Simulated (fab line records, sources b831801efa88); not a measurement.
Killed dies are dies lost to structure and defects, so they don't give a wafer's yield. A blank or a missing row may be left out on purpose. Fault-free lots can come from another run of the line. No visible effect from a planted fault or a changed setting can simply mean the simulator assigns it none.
What tool caused it? ; flow sfq line ; route of 325 steps, sampled at 1 step: 13 lots, 39 wafers

WHAT THE GAUGES READ, wafer by wafer
The record lacks any reading of a measuring or inspecting step that a usual standard deviation could be used to judge.

TOOL THAT RAN EACH LOT (tool first, then ch and the chambers of the sampled wafers, then the start)
lot;SFQ_TRILAYER_I3_VIA_ETCH_VIA_ETCH_088
L785;rie diel-03 ch 0,1,2, day 43 23:21
L786;rie diel-04 ch 1,2, day 49 01:56
L787;rie diel-04 ch 0,1,2, day 49 04:20
L788;rie diel-03 ch 0,2, day 49 10:20
L789;rie diel-04 ch 0,2,3, day 49 12:44
L790;rie diel-04 ch 0,1,3, day 49 18:44
L791;rie diel-04 ch 0,1,3, day 49 23:32
L795;rie diel-02 ch 1,2,3, day 51 02:41
L801;rie diel-02 ch 1,2, day 52 16:40
L802;rie diel-02 ch 0,2,3, day 56 07:36
L803;rie diel-02 ch 0,2,3, day 56 18:24
L804;rie diel-02 ch 2,3, day 57 04:00
L805;rie diel-02 ch 1,3, day 57 12:31
- SFQ_TRILAYER_I3_VIA_ETCH_VIA_ETCH_088: etches SiO2 in CHF3, stops on Nb, target depth 260 nm.

AS READ BY THE TOOLS THEMSELVES (means over the sampled wafers that have a number; for cases with no such wafer, the mark the record gives instead)
SFQ_TRILAYER_I3_VIA_ETCH_VIA_ETCH_088.
lot;tool;drypump motor current A (A);oes product au (a.u.);rf fwd power W (W)
L785;rie diel-03;6.1;0.851;498.2
L786;rie diel-04;6.3;0.857;498.8
L787;rie diel-04;5.7;0.854;497.3
L788;rie diel-03;5.9;0.860;497.6
L789;rie diel-04;5.5;0.855;496.8
L790;rie diel-04;5.8;0.853;497.8
L791;rie diel-04;5.8;0.855;526.1
L795;rie diel-02;5.9;0.853;497.3
L801;rie diel-02;5.5;0.857;498.6
L802;rie diel-02;6.3;0.853;498.2
L803;rie diel-02;6.2;0.853;497.6
L804;rie diel-02;6.3;0.853;498.9
L805;rie diel-02;5.9;0.851;498.3

THE ANSWER, worked out from the rows above alone
Rule: usual is defined by the lots themselves. The widest of any qualifying gaps counts: lots, ordered by their means at a reading, are off when they make up no more than a third of the lots, leave a main group of 4 or more, and stand apart from it by 3 or more times the standard deviation of that group's means. A main group is skipped when, at the precision printed for the reading in the tables above, its means are all equal. Also off: a lot with no number at a reading for which 4 or more lots have one. Where the step has rows for the other lots, those lots are counted as sound. The gauges are gone through in route order, then the tools' own readings, and for those a lot's mean is taken as printed above. The first step at which some lot is off is used, and at that step the reading that is off furthest; a lot without a number counts as furthest.
Off at SFQ_TRILAYER_I3_VIA_ETCH_VIA_ETCH_088 (rf fwd power W): L791. The main group: mean 497.9 W, standard deviation 0.63.
A tool fits if, at that step or a process step before it, it ran every lot that is off, and no sound lot after the first of them. One fits: SFQ_TRILAYER_I3_VIA_ETCH_VIA_ETCH_088 on rie diel-04. A fault onset in the window from L790 (day 49 18:44, its last sound lot) to L791 (day 49 23:32, its first lot off) fits.
On the lots that are off, the tool's own readings at SFQ_TRILAYER_I3_VIA_ETCH_VIA_ETCH_088 differ by more than 5 times the standard deviation of the sound lots' means, which bears it out; rf fwd power W reads 526.1 W there versus 497.9 W on the sound lots.

WHAT THE SIMULATOR PUT IN
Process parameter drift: rie diel-04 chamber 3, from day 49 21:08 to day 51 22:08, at SFQ_TRILAYER_I3_VIA_ETCH_VIA_ETCH_088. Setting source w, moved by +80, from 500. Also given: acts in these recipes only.
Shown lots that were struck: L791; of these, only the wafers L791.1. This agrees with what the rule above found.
